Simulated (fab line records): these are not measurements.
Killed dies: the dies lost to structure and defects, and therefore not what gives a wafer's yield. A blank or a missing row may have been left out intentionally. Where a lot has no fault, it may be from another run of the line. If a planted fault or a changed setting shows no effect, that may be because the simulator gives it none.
Matching of chambers / flow gf180mcu / cmp-01 running GF_V2_CMP_04: 4 sister chambers
The step polishes SiO2. 4 wafers are shown with their chamber, then 7 later ones without.

== WAFERS WITH THEIR CHAMBER ==
wafer=L880.1; chamber=3; motor current A (A)=14.6
wafer=L880.3; chamber=0; motor current A (A)=11.9
wafer=L887.1; chamber=2; motor current A (A)=14.2
wafer=L887.4; chamber=1; motor current A (A)=11.8

== WAFERS MISSING THEIR CHAMBER ==
wafer=L887.6; motor current A (A)=12.4
wafer=L889.1; motor current A (A)=12.5
wafer=L889.3; motor current A (A)=14.3
wafer=L889.6; motor current A (A)=12.6
wafer=L893.3; motor current A (A)=13.3
wafer=L893.5; motor current A (A)=14.9
wafer=L893.6; motor current A (A)=13.7

== WHICH CHAMBER EACH ONE RAN IN ==
wafer=L887.6; from the rows above=can't be placed: 0 or 1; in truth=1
wafer=L889.1; from the rows above=can't be placed: 0 or 1 or 2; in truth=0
wafer=L889.3; from the rows above=can't be placed: 2 or 3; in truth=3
wafer=L889.6; from the rows above=can't be placed: 0 or 1 or 2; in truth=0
wafer=L893.3; from the rows above=can't be placed: 2 or 3 or 0 or 1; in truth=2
wafer=L893.5; from the rows above=can't be placed: 3 or 2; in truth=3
wafer=L893.6; from the rows above=can't be placed: 2 or 3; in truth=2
0 of 7 placed correctly. Can't be placed from these rows: 7 (the true chamber is among the candidates in 7). Wrongly placed: 0.
How it was worked out, from the rows above alone: a wafer's distance from a chamber is the root of the sum, over the readings, of the square of ((its reading less the chamber's mean) divided by the reading's scatter). The wafer belongs to the nearest chamber; if the next one is less than 2 further off, it can't be placed. Each chamber's mean is taken over the wafers shown for it. The scatter: with one shown wafer a chamber, the root of the mean of the squares of how far each hidden wafer lies from its nearest shown one.
